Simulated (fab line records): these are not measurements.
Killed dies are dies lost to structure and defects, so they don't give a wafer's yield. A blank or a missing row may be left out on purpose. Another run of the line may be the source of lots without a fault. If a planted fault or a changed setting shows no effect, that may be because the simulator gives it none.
fab line records :: flow sfq_line
record
  lots=12
  wafers=36
  last_day=96
route steps=325 shown C5@243
lots untouched by any fault: they come from a run of this same line in which no faults occurred
start_h: the number of hours between the record's first day and the start of the first shown wafer of the lot :: wait_h: how many hours have passed since the lot's step before this one :: " identical to the entry in the row above :: L1.1+2: one row covering several wafers at once :: - no value present, or no start provided :: * or withheld: withheld :: < > ~ a bound
route shown NAME@n: a module of which the file shows steps, and the number in the route of the first :: usual: mean/standard deviation taken from wafers without a fault :: same: alike in all rows :: chamber/n: place in a boat :: sites: per-site readings :: _std_site: their standard deviation :: _edge_site: inner sites' mean taken away from outer sites' mean :: radius_mm: for every site, how far away it sits from the centre of the wafer :: mask NAME#n: copy n :: behind: tool/chamber where the wafer was last shaped :: hold: why the lot was held/for how many hours/how that ended :: device: transistor that didn't switch, given as n, p or np :: end of line: the route-end tests of the same wafers :: a step without rows: its recipe alone :: killed: dies that structure and defects cost at the first sort, which is not the same as the wafer's yield :: map: shows each die of a wafer: x if killed, . if not, _ if none is there
set.NAME: the setting as run; set.NAME@STEP: as run at that earlier step :: model.NAME: the simulator's own value behind a step, which no gauge read
one table for each step of the route and one row for each wafer, over a sample of lots
services: the hour from which a tool's chamber was out of use, counted from the record's first day as start_h (under 0 if before that day), plus the number of hours and why
## steps
# step SFQ_TRILAYER_C5_LITHO_EXPOSE_152
# recipe
  mask_id=C5
  na=0.6
  source_shape=conventional
  sigma_outer=0.65
  target_cd_nm=500
  dose_mj=21.3
# usual
  exposure_dose_mJ_cm2=21.301/0.023
lot.wafer: L255.1
tool: krf_scanner-01
chamber: 0
start_h: 1592.49
wait_h: -
mask: C5#0
exposure_dose_mJ_cm2: 21.335

lot.wafer: L255.5
tool: krf_scanner-01
chamber: 0
start_h: 1592.49
wait_h: -
mask: C5#0
exposure_dose_mJ_cm2: 21.300

lot.wafer: L255.6
tool: krf_scanner-01
chamber: 0
start_h: 1592.49
wait_h: -
mask: C5#0
exposure_dose_mJ_cm2: 21.297

lot.wafer: L256.1
tool: krf_scanner-01
chamber: 0
start_h: 1598.49
wait_h: -
mask: C5#0
exposure_dose_mJ_cm2: 21.317

lot.wafer: L256.5
tool: krf_scanner-01
chamber: 0
start_h: 1598.49
wait_h: -
mask: C5#0
exposure_dose_mJ_cm2: 21.312

lot.wafer: L256.6
tool: krf_scanner-01
chamber: 0
start_h: 1598.49
wait_h: -
mask: C5#0
exposure_dose_mJ_cm2: 21.343

lot.wafer: L257.2
tool: krf_scanner-02
chamber: 0
start_h: 1613.01
wait_h: -
mask: C5#0
exposure_dose_mJ_cm2: 21.307

lot.wafer: L257.3
tool: krf_scanner-02
chamber: 0
start_h: 1613.01
wait_h: -
mask: C5#0
exposure_dose_mJ_cm2: 21.279

lot.wafer: L257.4
tool: krf_scanner-02
chamber: 0
start_h: 1613.01
wait_h: -
mask: C5#0
exposure_dose_mJ_cm2: 21.316

lot.wafer: L258.1
tool: krf_scanner-01
chamber: 0
start_h: 1622.72
wait_h: -
mask: C5#0
exposure_dose_mJ_cm2: 21.255

lot.wafer: L258.2
tool: krf_scanner-01
chamber: 0
start_h: 1622.72
wait_h: -
mask: C5#0
exposure_dose_mJ_cm2: 21.250

lot.wafer: L258.5
tool: krf_scanner-01
chamber: 0
start_h: 1622.72
wait_h: -
mask: C5#0
exposure_dose_mJ_cm2: 21.289

lot.wafer: L259.1
tool: krf_scanner-01
chamber: 0
start_h: 1628.58
wait_h: -
mask: C5#0
exposure_dose_mJ_cm2: 22.317

lot.wafer: L259.3
tool: krf_scanner-01
chamber: 0
start_h: 1628.58
wait_h: -
mask: C5#0
exposure_dose_mJ_cm2: 22.323

lot.wafer: L259.4
tool: krf_scanner-01
chamber: 0
start_h: 1628.58
wait_h: -
mask: C5#0
exposure_dose_mJ_cm2: 22.334

lot.wafer: L260.1
tool: krf_scanner-01
chamber: 0
start_h: 1642.74
wait_h: -
mask: C5#0
exposure_dose_mJ_cm2: 22.342

lot.wafer: L260.4
tool: krf_scanner-01
chamber: 0
start_h: 1642.74
wait_h: -
mask: C5#0
exposure_dose_mJ_cm2: 22.379

lot.wafer: L260.6
tool: krf_scanner-01
chamber: 0
start_h: 1642.74
wait_h: -
mask: C5#0
exposure_dose_mJ_cm2: 22.345

lot.wafer: L265.2
tool: krf_scanner-01
chamber: 0
start_h: 1687.21
wait_h: -
mask: C5#0
exposure_dose_mJ_cm2: 22.355

lot.wafer: L265.5
tool: krf_scanner-01
chamber: 0
start_h: 1687.21
wait_h: -
mask: C5#0
exposure_dose_mJ_cm2: 22.321

lot.wafer: L265.6
tool: krf_scanner-01
chamber: 0
start_h: 1687.21
wait_h: -
mask: C5#0
exposure_dose_mJ_cm2: 22.311

lot.wafer: L266.1
tool: krf_scanner-01
chamber: 0
start_h: 1781.92
wait_h: -
mask: C5#0
exposure_dose_mJ_cm2: 22.353

lot.wafer: L266.3
tool: krf_scanner-01
chamber: 0
start_h: 1781.92
wait_h: -
mask: C5#0
exposure_dose_mJ_cm2: 22.341

lot.wafer: L266.4
tool: krf_scanner-01
chamber: 0
start_h: 1781.92
wait_h: -
mask: C5#0
exposure_dose_mJ_cm2: 22.335

lot.wafer: L275.3
tool: krf_scanner-02
chamber: 0
start_h: 1884.04
wait_h: -
mask: C5#0
exposure_dose_mJ_cm2: 21.310

lot.wafer: L275.5
tool: krf_scanner-02
chamber: 0
start_h: 1884.04
wait_h: -
mask: C5#0
exposure_dose_mJ_cm2: 21.294

lot.wafer: L275.6
tool: krf_scanner-02
chamber: 0
start_h: 1884.04
wait_h: -
mask: C5#0
exposure_dose_mJ_cm2: 21.325

lot.wafer: L276.2
tool: krf_scanner-02
chamber: 0
start_h: 1885.04
wait_h: -
mask: C5#0
exposure_dose_mJ_cm2: 21.309

lot.wafer: L276.4
tool: krf_scanner-02
chamber: 0
start_h: 1885.04
wait_h: -
mask: C5#0
exposure_dose_mJ_cm2: 21.314

lot.wafer: L276.6
tool: krf_scanner-02
chamber: 0
start_h: 1885.04
wait_h: -
mask: C5#0
exposure_dose_mJ_cm2: 21.318

lot.wafer: L277.4
tool: krf_scanner-02
chamber: 0
start_h: 1896.57
wait_h: -
mask: C5#0
exposure_dose_mJ_cm2: 21.292

lot.wafer: L277.5
tool: krf_scanner-02
chamber: 0
start_h: 1896.57
wait_h: -
mask: C5#0
exposure_dose_mJ_cm2: 21.285

lot.wafer: L277.6
tool: krf_scanner-02
chamber: 0
start_h: 1896.57
wait_h: -
mask: C5#0
exposure_dose_mJ_cm2: 21.308

lot.wafer: L278.2
tool: krf_scanner-02
chamber: 0
start_h: 1901.39
wait_h: -
mask: C5#0
exposure_dose_mJ_cm2: 21.277

lot.wafer: L278.5
tool: krf_scanner-02
chamber: 0
start_h: 1901.39
wait_h: -
mask: C5#0
exposure_dose_mJ_cm2: 21.315

lot.wafer: L278.6
tool: krf_scanner-02
chamber: 0
start_h: 1901.39
wait_h: -
mask: C5#0
exposure_dose_mJ_cm2: 21.295
## services
tool: krf_scanner-02
chamber: -
start_h: 1604.84
hours: 4.4
kind: pm

tool: krf_scanner-01
chamber: -
start_h: 1615.61
hours: 0.9
kind: repair

tool: krf_scanner-02
chamber: -
start_h: 1648.13
hours: 1.3
kind: pm

tool: krf_scanner-02
chamber: -
start_h: 1649.99
hours: 0.7
kind: repair

tool: krf_scanner-02
chamber: -
start_h: 1678.83
hours: 0.8
kind: pm

tool: krf_scanner-01
chamber: -
start_h: 1683.33
hours: 3.6
kind: pm

tool: krf_scanner-02
chamber: -
start_h: 1683.45
hours: 3.9
kind: repair

tool: krf_scanner-02
chamber: -
start_h: 1709.18
hours: 1.0
kind: pm

tool: krf_scanner-01
chamber: -
start_h: 1723.01
hours: 1.3
kind: pm

tool: krf_scanner-01
chamber: -
start_h: 1727.99
hours: 1.0
kind: pm

tool: krf_scanner-01
chamber: -
start_h: 1770.10
hours: 0.9
kind: repair

tool: krf_scanner-01
chamber: -
start_h: 1793.92
hours: 4.4
kind: pm

tool: krf_scanner-01
chamber: -
start_h: 1811.50
hours: 0.8
kind: pm

tool: krf_scanner-02
chamber: -
start_h: 1813.79
hours: 0.3
kind: repair

tool: krf_scanner-02
chamber: -
start_h: 1824.19
hours: 1.3
kind: pm

tool: krf_scanner-02
chamber: -
start_h: 1847.63
hours: 0.8
kind: pm

tool: krf_scanner-02
chamber: -
start_h: 1857.91
hours: 0.7
kind: repair

tool: krf_scanner-02
chamber: -
start_h: 1867.48
hours: 3.6
kind: pm

tool: krf_scanner-02
chamber: -
start_h: 1876.27
hours: 2.6
kind: repair

tool: krf_scanner-02
chamber: -
start_h: 1878.86
hours: 1.0
kind: pm

tool: krf_scanner-02
chamber: -
start_h: 1897.17
hours: 4.0
kind: pm

tool: krf_scanner-01
chamber: -
start_h: 1901.52
hours: 1.0
kind: pm
## key
first_sign
  step=SFQ_TRILAYER_C5_LITHO_EXPOSE_152
  reading=exposure_dose_mJ_cm2
  direction=up
  sigmas=45
  usual=21.301
  struck=22.338
effect none on later readings
met_at SFQ_TRILAYER_C5_LITHO_EXPOSE_152
struck_lots L259,L260,L265,L266
onset_between 1622.72 1628.58
fault
  kind=process_parameter_drift
  tool=krf_scanner-01
  chamber=-
  onset_h=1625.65
  steps=SFQ_TRILAYER_C5_LITHO_EXPOSE_152
  channel=dose_mj
  offset=1.0515
  shape=step
  acts_in=these_recipes_only
  stated=21.3
